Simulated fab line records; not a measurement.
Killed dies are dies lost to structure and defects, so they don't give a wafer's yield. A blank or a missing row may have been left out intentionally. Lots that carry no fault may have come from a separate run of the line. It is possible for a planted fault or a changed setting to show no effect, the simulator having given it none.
fab line records | flow sky130
record lots=12 | wafers=36 | lastDay=50
route steps=708 shown RES_PROTECT@215 POLY_GATE@227 LDD_HVN@269 PAD_OPEN@708
lots untouched by any fault: they come from a run of this same line in which no faults occurred
startH: hours from the record's first day to the start of the lot's first wafer shown | waitH: hours from the lot's prior step to this one | " unchanged from the row above | L1.1+2: several wafers, shown together as one row | - no value, or no start given | * or withheld: withheld | < > ~ a bound
route shown NAME@n: NAME is a module with steps in the file, n the number in the route of the first one | usual: average and standard deviation across the fault-free wafers | same: alike in all rows | chamber/n: place in a boat | sites: readings site by site | _std_site: the values' standard deviation | _edge_site: outer sites' mean less inner sites' | radiusMm: for every site, how far away it sits from the centre of the wafer | mask NAME#n: copy n | behind: the last tool/chamber to shape the wafer | hold: the reason the lot was held/the length of the hold in hours/how it ended | device: whichever transistor did not switch (one of n, p or np) | end of line: at the end of the route, the tests of the same wafers | a step without rows: its recipe alone | killed: not the wafer's yield, but the dies lost to structure and defects at the first sort | map: shows each die of a wafer: x if killed, . if not, _ if none is there
set.NAME: the setting that was run; set.NAME@STEP: the one run at that earlier step | model.NAME: the simulator's own value behind a step, which no gauge read
a sample of lots followed through the steps of the route, with each step as a table and each wafer as a row
services: when a tool's chamber went out of use (startH, in hours from the record's first day, below 0 if earlier), for how many hours, and the reason
## steps
# step SKY_RES_PROTECT_TW_MEAS_08
# usual POLY_GATE_TW=3996/45
lot.wafer | tool         | chamber | startH | waitH | POLY_GATE_TW
L332.1    | filmMetro-03 | -       | 334.57 | 0.1   | 4020
L332.5    | "            | -       | "      | "     | 3951
L332.6    | "            | -       | "      | "     | 3986
L334.2    | filmMetro-03 | -       | 351.63 | 0.1   | 3923
L334.3    | "            | -       | "      | "     | 3940
L334.4    | "            | -       | "      | "     | 3933
L335.2    | filmMetro-03 | -       | 357.63 | 0.1   | 3971
L335.5    | "            | -       | "      | "     | 3957
L335.6    | "            | -       | "      | "     | 3949
L336.3    | filmMetro-03 | -       | 378.89 | 0.1   | 3957
L336.4    | "            | -       | "      | "     | 3953
L336.6    | "            | -       | "      | "     | 3951
L337.1    | filmMetro-01 | -       | 388.21 | 0.1   | 4041
L337.2    | "            | -       | "      | "     | 4056
L337.4    | "            | -       | "      | "     | 4030
L340.3    | filmMetro-03 | -       | 406.44 | 0.1   | 3964
L340.4    | "            | -       | "      | "     | 3969
L340.5    | "            | -       | "      | "     | 3974
L339.4    | filmMetro-03 | -       | 408.89 | 0.1   | 3978
L339.5    | "            | -       | "      | "     | 4003
L339.6    | "            | -       | "      | "     | 3986
L344.2    | filmMetro-03 | -       | 440.40 | 0.1   | 3945
L344.3    | "            | -       | "      | "     | 3944
L344.6    | "            | -       | "      | "     | 3959
L346.3    | filmMetro-03 | -       | 471.79 | 0.1   | 3972
L346.4    | "            | -       | "      | "     | 3950
L346.5    | "            | -       | "      | "     | 3954
L347.1    | filmMetro-03 | -       | 483.77 | 0.1   | 3950
L347.3    | "            | -       | "      | "     | 3949
L347.5    | "            | -       | "      | "     | 3968
L352.3    | filmMetro-04 | -       | 513.69 | 0.1   | 4063
L352.4    | "            | -       | "      | "     | 4074
L352.5    | "            | -       | "      | "     | 4045
L354.1    | filmMetro-03 | -       | 534.06 | 0.1   | 3941
L354.4    | "            | -       | "      | "     | 3939
L354.6    | "            | -       | "      | "     | 3961
# step SKY_POLY_GATE_CD_MEAS_13
# recipe targetCdNm=150
# usual cdNm=149.9/1.4
lot.wafer | tool     | chamber | startH | waitH | cdNm
L332.1    | cdSem-02 | -       | 363.57 | -     | 148.9
L332.5    | "        | -       | "      | "     | 148.7
L332.6    | "        | -       | "      | "     | 148.6
L334.2    | cdSem-02 | -       | 383.44 | -     | 150.5
L334.3    | "        | -       | "      | "     | 150.9
L334.4    | "        | -       | "      | "     | 151.3
L335.2    | cdSem-02 | -       | 392.39 | -     | 149.6
L335.5    | "        | -       | "      | "     | 150.7
L335.6    | "        | -       | "      | "     | 150.0
L336.3    | cdSem-01 | -       | 412.55 | -     | 150.0
L336.4    | "        | -       | "      | "     | 151.0
L336.6    | "        | -       | "      | "     | 149.8
L337.1    | cdSem-02 | -       | 426.86 | -     | 151.6
L337.2    | "        | -       | "      | "     | 150.8
L337.4    | "        | -       | "      | "     | 151.8
L340.3    | cdSem-02 | -       | 438.46 | -     | 148.8
L340.4    | "        | -       | "      | "     | 148.3
L340.5    | "        | -       | "      | "     | 148.9
L339.4    | cdSem-01 | -       | 441.78 | -     | 147.2
L339.5    | "        | -       | "      | "     | 147.2
L339.6    | "        | -       | "      | "     | 146.1
L344.2    | cdSem-01 | -       | 472.58 | -     | 151.1
L344.3    | "        | -       | "      | "     | 150.5
L344.6    | "        | -       | "      | "     | 151.5
L346.3    | cdSem-01 | -       | 504.05 | -     | 149.9
L346.4    | "        | -       | "      | "     | 149.0
L346.5    | "        | -       | "      | "     | 150.6
L347.1    | cdSem-02 | -       | 515.71 | -     | 147.5
L347.3    | "        | -       | "      | "     | 149.6
L347.5    | "        | -       | "      | "     | 147.8
L352.3    | cdSem-02 | -       | 545.05 | -     | 151.2
L352.4    | "        | -       | "      | "     | 151.2
L352.5    | "        | -       | "      | "     | 151.4
L354.1    | cdSem-02 | -       | 570.91 | -     | 150.5
L354.4    | "        | -       | "      | "     | 151.0
L354.6    | "        | -       | "      | "     | 149.2
# step SKY_POLY_GATE_ETCH_16
# recipe stopOn=poly-Si | chemistry=CH3F/O2 | target=Si3N4 | sourceW=400 | biasW=80 | pressureMtorr=25 | ch3fFlowSccm=40 | O2_flow_sccm=30 | timeS=147.5 | targetDepthA=750
# usual chamberPressureMTorr=25.005/0.023 | drypumpMotorCurrentA=5.9/0.42 | oesProductAu=0.640/0.0051 | rfFwdPowerW=398.5/1.4 | throttleValvePct=10.535/0.01
lot.wafer | tool       | chamber | startH | waitH | chamberPressureMTorr | drypumpMotorCurrentA | oesProductAu | rfFwdPowerW | rfHoursCounterH | throttleValvePct
L332.1    | rieDiel-03 | 0       | 363.80 | 0.0   | 24.997               | 5.3                  | 0.637        | 400.0       | 4               | 10.531
L332.5    | "          | 3       | "      | "     | 25.037               | 6.1                  | 0.639        | 398.2       | -               | 10.545
L332.6    | "          | 0       | "      | "     | 24.997               | 5.3                  | 0.639        | 400.7       | -               | 10.529
L334.2    | rieDiel-03 | 1       | 383.65 | 0.0   | 24.981               | 6.0                  | 0.639        | 399.8       | 103             | 10.538
L334.3    | "          | 0       | "      | "     | 24.974               | 5.3                  | 0.643        | 396.5       | 5               | 10.538
L334.4    | "          | 2       | "      | "     | 24.975               | 5.8                  | 0.645        | 399.0       | -               | 10.542
L335.2    | rieDiel-04 | 0       | 392.60 | 0.0   | 25.035               | 5.6                  | 0.636        | 400.6       | 6               | 10.541
L335.5    | "          | 0       | "      | "     | 25.013               | 5.7                  | 0.640        | 398.9       | -               | 10.543
L335.6    | "          | 2       | "      | "     | 25.002               | 6.7                  | 0.636        | 397.4       | -               | 10.551
L336.3    | rieDiel-03 | 0       | 412.75 | 0.0   | 25.014               | 5.3                  | 0.642        | 401.4       | 6               | 10.538
L336.4    | "          | 3       | "      | "     | 25.013               | 6.2                  | 0.639        | 397.5       | 0               | 10.544
L336.6    | "          | 3       | "      | "     | 24.984               | 6.2                  | 0.651        | 398.1       | -               | 10.516
L337.1    | rieDiel-02 | 2       | 427.10 | 0.0   | 25.024               | 6.5                  | 0.636        | 397.4       | 16              | 10.519
L337.2    | "          | 1       | "      | "     | 24.989               | 5.2                  | 0.647        | 399.9       | 89              | 10.529
L337.4    | "          | 3       | "      | "     | 24.971               | 5.8                  | 0.641        | 396.3       | 32              | 10.515
L340.3    | rieDiel-03 | 0       | 438.65 | 0.0   | 24.996               | 5.3                  | 0.646        | 401.6       | 6               | 10.536
L340.4    | "          | 3       | "      | "     | 24.987               | 6.1                  | 0.639        | 398.2       | -               | 10.528
L340.5    | "          | 0       | "      | "     | 25.013               | 5.3                  | 0.635        | 401.1       | -               | 10.544
L339.4    | rieDiel-02 | 3       | 441.95 | 0.0   | 25.014               | 5.8                  | 0.633        | 399.9       | 32              | 10.561
L339.5    | "          | 1       | "      | "     | 25.011               | 5.2                  | 0.644        | 398.6       | -               | 10.531
L339.6    | "          | 2       | "      | "     | 25.019               | 6.5                  | 0.632        | 400.0       | -               | 10.526
L344.2    | rieDiel-03 | 0       | 472.79 | 0.0   | 24.990               | 5.3                  | 0.640        | 395.8       | 7               | 10.508
L344.3    | "          | 1       | "      | "     | 25.002               | 6.0                  | 0.638        | 398.7       | 1               | 10.501
L344.6    | "          | 0       | "      | "     | 25.008               | 5.3                  | 0.644        | 396.5       | -               | 10.543
L346.3    | rieDiel-02 | 1       | 504.24 | 0.0   | 24.988               | 5.2                  | 0.643        | 399.4       | 90              | 10.545
L346.4    | "          | 2       | "      | "     | 24.993               | 6.5                  | 0.639        | 397.3       | 18              | 10.545
L346.5    | "          | 3       | "      | "     | 24.976               | 5.8                  | 0.630        | 398.4       | -               | 10.533
L347.1    | rieDiel-02 | 0       | 515.95 | 0.0   | 24.997               | 6.0                  | 0.635        | 396.0       | 62              | 10.529
L347.3    | "          | 3       | "      | "     | 25.000               | 5.8                  | 0.635        | 398.1       | 34              | 10.531
L347.5    | "          | 0       | "      | "     | 25.071               | 6.0                  | 0.635        | 396.4       | -               | 10.544
L352.3    | rieDiel-03 | 0       | 545.25 | 0.0   | 24.996               | 5.3                  | 0.643        | 399.9       | 9               | 10.543
L352.4    | "          | 0       | "      | "     | 25.018               | 5.3                  | 0.637        | 399.2       | -               | 10.528
L352.5    | "          | 3       | "      | "     | 25.024               | 6.1                  | 0.640        | 399.2       | -               | 10.533
L354.1    | rieDiel-03 | 2       | 571.15 | 0.0   | 24.976               | 5.8                  | 0.641        | 400.5       | 20              | 10.535
L354.4    | "          | 3       | "      | "     | 25.022               | 6.1                  | 0.643        | 397.7       | 4               | 10.553
L354.6    | "          | 3       | "      | "     | 24.987               | 6.1                  | 0.653        | 394.9       | -               | 10.523
# step SKY_LDD_HVN_COAT_02
# recipe resist=NOVOLAK | spinRpm=3000 | resistThkNm=300
lot.wafer  | tool          | chamber | startH | waitH
L332.1+5+6 | lithoTrack-02 | 0       | 441.62 | 0.1
L334.2+3+4 | lithoTrack-03 | 0       | 462.18 | 0.1
L335.2+5+6 | lithoTrack-01 | 0       | 470.64 | 0.1
L336.3+4+6 | lithoTrack-02 | 0       | 492.37 | 0.1
L337.1+2+4 | lithoTrack-02 | 0       | 506.92 | 0.1
L340.3+4+5 | lithoTrack-03 | 0       | 519.86 | 0.1
L339.4+5+6 | lithoTrack-02 | 0       | 524.25 | 0.1
L344.2+3+6 | lithoTrack-02 | 0       | 551.75 | 0.1
L346.3+4+5 | lithoTrack-02 | 0       | 581.92 | 0.1
L347.1+3+5 | lithoTrack-03 | 0       | 593.16 | 0.1
L352.3+4+5 | lithoTrack-03 | 0       | 620.81 | 0.1
L354.1+4+6 | lithoTrack-03 | 0       | 648.56 | 0.1
# step SKY_LDD_HVN_STRIP_09
# recipe chemistry=O2/N2 | powerW=1400 | pressureMtorr=1500 | platenTempC=withheld | o2FlowSccm=3000 | n2FlowSccm=300 | overashFraction=0.5
# usual chamberPressureMTorr=1499.8/1.3 | drypumpMotorCurrentA=5.9/0.6 | oesProductAu=0.409/0.0049 | stripTimeToEndpointS=4.134/0.017
lot.wafer | tool           | chamber | startH | waitH | chamberPressureMTorr | drypumpMotorCurrentA | oesProductAu | rfHoursCounterH | stripTimeToEndpointS
L332.1    | plasmaAsher-02 | 1       | 457.21 | 0.1   | 1500.1               | 5.7                  | 0.406        | 3               | 4.149
L332.5    | "              | 1       | "      | "     | 1499.6               | 5.7                  | 0.407        | -               | 4.151
L332.6    | "              | 0       | "      | "     | 1500.2               | 5.7                  | 0.413        | -               | 4.136
L334.2    | plasmaAsher-02 | 0       | 477.55 | 0.1   | 1499.1               | 5.7                  | 0.405        | 5               | 4.137
L334.3    | "              | 1       | "      | "     | 1498.4               | 5.7                  | 0.406        | -               | 4.122
L334.4    | "              | 0       | "      | "     | 1500.7               | 5.7                  | 0.411        | -               | 4.143
L335.2    | plasmaAsher-04 | 1       | 486.05 | 0.1   | 1498.2               | 6.7                  | 0.407        | 66              | 4.130
L335.5    | "              | 1       | "      | "     | 1501.5               | 6.6                  | 0.410        | -               | 4.133
L335.6    | "              | 0       | "      | "     | 1500.7               | 6.6                  | 0.407        | -               | 4.143
L336.3    | plasmaAsher-03 | 1       | 507.88 | 0.1   | 1499.7               | 6.0                  | 0.412        | -               | 4.145
L336.4    | "              | 0       | "      | "     | 1501.8               | 4.9                  | 0.412        | -               | 4.148
L336.6    | "              | 0       | "      | "     | 1500.1               | 4.9                  | 0.411        | -               | 4.154
L337.1    | plasmaAsher-04 | 0       | 522.20 | 0.1   | 1499.9               | 6.6                  | 0.407        | 70              | 4.149
L337.2    | "              | 1       | "      | "     | 1502.2               | 6.7                  | 0.404        | 70              | 4.128
L337.4    | "              | 0       | "      | "     | 1498.9               | 6.6                  | 0.405        | -               | 4.132
L340.3    | plasmaAsher-03 | 0       | 535.08 | 0.1   | 1500.2               | 4.9                  | 0.419        | -               | 4.142
L340.4    | "              | 1       | "      | "     | 1499.1               | 6.0                  | 0.408        | -               | 4.140
L340.5    | "              | 0       | "      | "     | 1500.2               | 4.9                  | 0.409        | -               | 4.147
L339.4    | plasmaAsher-03 | 1       | 540.38 | 0.1   | 1500.1               | 6.0                  | 0.410        | -               | 4.128
L339.5    | "              | 0       | "      | "     | 1497.5               | 4.9                  | 0.415        | -               | 4.128
L339.6    | "              | 1       | "      | "     | 1500.7               | 5.9                  | 0.409        | -               | 4.132
L344.2    | plasmaAsher-02 | 0       | 567.35 | 0.1   | 1499.2               | 5.7                  | 0.345        | 14              | 2.413
L344.3    | "              | 1       | "      | "     | 1500.9               | 5.7                  | 0.409        | -               | 4.144
L344.6    | "              | 1       | "      | "     | 1501.7               | 5.7                  | 0.400        | -               | 4.124
L346.3    | plasmaAsher-03 | 0       | 597.13 | 0.1   | 1499.3               | 4.9                  | 0.411        | -               | 4.108
L346.4    | "              | 1       | "      | "     | 1501.8               | 6.0                  | 0.335        | -               | 2.432
L346.5    | "              | 1       | "      | "     | 1497.6               | 6.0                  | 0.411        | -               | 4.112
L347.1    | plasmaAsher-03 | 1       | 608.30 | 0.1   | 1499.4               | 6.0                  | 0.406        | 90              | 4.142
L347.3    | "              | 0       | "      | "     | 1497.8               | 4.9                  | 0.403        | -               | 4.114
L347.5    | "              | 1       | "      | "     | 1501.0               | 6.0                  | 0.417        | -               | 4.134
L352.3    | plasmaAsher-02 | 0       | 636.08 | 0.1   | 1500.6               | 5.7                  | 0.409        | -               | 4.147
L352.4    | "              | 1       | "      | "     | 1499.9               | 5.7                  | 0.415        | -               | 4.145
L352.5    | "              | 1       | "      | "     | 1496.7               | 5.7                  | 0.413        | -               | 4.134
L354.1    | plasmaAsher-02 | 1       | 662.30 | 0.1   | 1498.6               | 5.7                  | 0.415        | 23              | 4.091
L354.4    | "              | 0       | "      | "     | 1499.1               | 5.7                  | 0.397        | -               | 4.118
L354.6    | "              | 0       | "      | "     | 1499.5               | 5.7                  | 0.403        | -               | 4.095
# step SKY_PAD_OPEN_PROBE_99
# usual killed_at_M0_to_M3=43/6.7 | killed_at_M4_up=3.2/1.9 | killedAtContacts=24/5.9 | killedAtFrontEnd=15/4.1 | killedAtOther=0.3/0.56 | killedDies=86/9.5 | killedOpen=47/7.4 | killedShort=39/5.5
# same grossDies=492 | killedAtBackSide=0
lot.wafer | tool      | chamber | startH  | waitH | killed_at_M0_to_M3 | killed_at_M4_up | killedAtContacts | killedAtFrontEnd | killedAtOther | killedDies | killedOpen | killedShort
L334.2    | prober-01 | -       | 1085.47 | 0.1   | 43                 | 3               | 32               | 9                | 0             | 87         | 41         | 46
L334.3    | prober-01 | -       | 1085.52 | 0.2   | 42                 | 1               | 32               | 10               | 0             | 85         | 46         | 39
L334.4    | prober-01 | -       | 1085.57 | 0.2   | 50                 | 3               | 24               | 13               | 0             | 90         | 46         | 44
L336.3    | prober-01 | -       | 1103.13 | 0.2   | 44                 | 7               | 25               | 18               | 0             | 94         | 48         | 46
L336.4    | prober-01 | -       | 1103.18 | 0.2   | 47                 | 7               | 26               | 10               | 0             | 90         | 47         | 43
L336.6    | prober-01 | -       | 1103.28 | 0.2   | 48                 | 3               | 31               | 17               | 0             | 99         | 55         | 44
# killed by level:class
L334.2 CONTACT:geometricParticle:open=9 CONTACT:geometricParticle:short=8 VIA1:geometricParticle:open=8 METAL1:geometricParticle:short=7 LOCAL_INTERCONNECT:geometricParticle:short=6 VIA2:geometricParticle:open=6 VIA3:geometricParticle:open=6 LI_CONTACT:geometricParticle:open=5
L334.3 VIA1:geometricParticle:open=12 LI_CONTACT:geometricParticle:open=10 CONTACT:geometricParticle:open=9 CONTACT:geometricParticle:short=7 METAL2:geometricParticle:short=6 LOCAL_INTERCONNECT:geometricParticle:short=5 VIA1:geometricParticle:short=5 VIA2:geometricParticle:open=5
L334.4 VIA3:geometricParticle:open=10 VIA1:geometricParticle:open=9 METAL1:geometricParticle:short=7 METAL2:geometricParticle:short=7 FIELD_ISO:geometricParticle:open=6 LI_CONTACT:geometricParticle:open=6 CONTACT:geometricParticle:short=6 VIA2:geometricParticle:open=6
L336.3 VIA1:geometricParticle:open=13 CONTACT:geometricParticle:open=10 VIA2:geometricParticle:short=8 LI_CONTACT:geometricParticle:open=6 METAL4:geometricParticle:short=6 VIA3:geometricParticle:open=5 POLY_GATE:geometricParticle:open=4 POLY_GATE:geometricParticle:short=4
L336.4 VIA1:geometricParticle:open=13 LI_CONTACT:geometricParticle:open=10 CONTACT:geometricParticle:open=7 METAL2:geometricParticle:short=6 VIA2:geometricParticle:short=5 VIA3:geometricParticle:open=5 METAL3:geometricParticle:short=5 POLY_GATE:geometricParticle:short=4
L336.6 CONTACT:geometricParticle:open=10 VIA2:geometricParticle:open=10 CONTACT:geometricParticle:short=9 VIA1:geometricParticle:open=9 LI_CONTACT:geometricParticle:open=8 POLY_GATE:geometricParticle:short=6 METAL2:geometricParticle:short=6 METAL1:geometricParticle:short=5
## services
tool           | chamber | startH | hours | kind
rieDiel-03     | 3       | 367.47 | 12.8  | repair
rieDiel-04     | 1       | 391.55 | 12.9  | repair
rieDiel-04     | 3       | 401.88 | 1.8   | repair
rieDiel-04     | -       | 407.58 | 2.8   | pm
rieDiel-02     | 0       | 417.35 | 4.5   | repair
plasmaAsher-02 | -       | 421.25 | 9.0   | pm
plasmaAsher-03 | -       | 435.54 | 1.8   | repair
rieDiel-03     | 3       | 444.11 | 8.2   | repair
rieDiel-03     | -       | 495.23 | 0.2   | repair
rieDiel-03     | 1       | 535.09 | 16.9  | repair
plasmaAsher-04 | -       | 548.04 | 1.5   | repair
rieDiel-03     | 2       | 555.82 | 1.7   | repair
rieDiel-03     | 1       | 560.93 | 6.3   | repair
rieDiel-02     | 0       | 572.23 | 5.4   | repair
plasmaAsher-03 | -       | 574.51 | 13.9  | repair
rieDiel-02     | 0       | 594.19 | 8.4   | repair
plasmaAsher-04 | -       | 600.74 | 2.0   | repair
rieDiel-03     | 0       | 602.51 | 12.8  | repair
rieDiel-03     | -       | 623.56 | 0.6   | repair
rieDiel-02     | 1       | 629.51 | 28.9  | repair
plasmaAsher-02 | -       | 638.97 | 0.8   | repair
rieDiel-02     | -       | 639.31 | 0.6   | repair
plasmaAsher-02 | -       | 644.50 | 14.6  | pm
rieDiel-02     | 1       | 659.42 | 3.3   | repair
## key
firstSign step=SKY_LDD_HVN_STRIP_09 | reading=stripTimeToEndpointS | direction=down | sigmas=99+ | usual=* | struck=*
effect step=SKY_LDD_HVN_STRIP_09 | reading=oesProductAu | direction=down | sigmas=14 | usual=0.409 | struck=0.340
metAt SKY_LDD_HVN_COAT_02
struckLots L344,L346
struckWafers L344.2,L346.4
testerLeftOut L344,L346
notActingAt SKY_RES_PROTECT_TW_MEAS_08,SKY_POLY_GATE_CD_MEAS_13,SKY_POLY_GATE_ETCH_16
onsetBetween 524.25 551.75
fault kind=processParameterDrift | tool=lithoTrack-02 | chamber=- | onsetH=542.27 | steps=SKY_LDD_HVN_COAT_02 | channel=resistThkNm | offset=-127.85 | shape=step | endH=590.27 | scope=struckWafersOnly | actsIn=theseRecipesOnly | stated=300
# testerLeftOut: of these lots the tester's yield and bins aren't shown, on N5 and GAA mostly nor the transistor test; their killed dies are dies lost to structure and defects alone, not to doping, threshold or leakage, so they don't give the yield
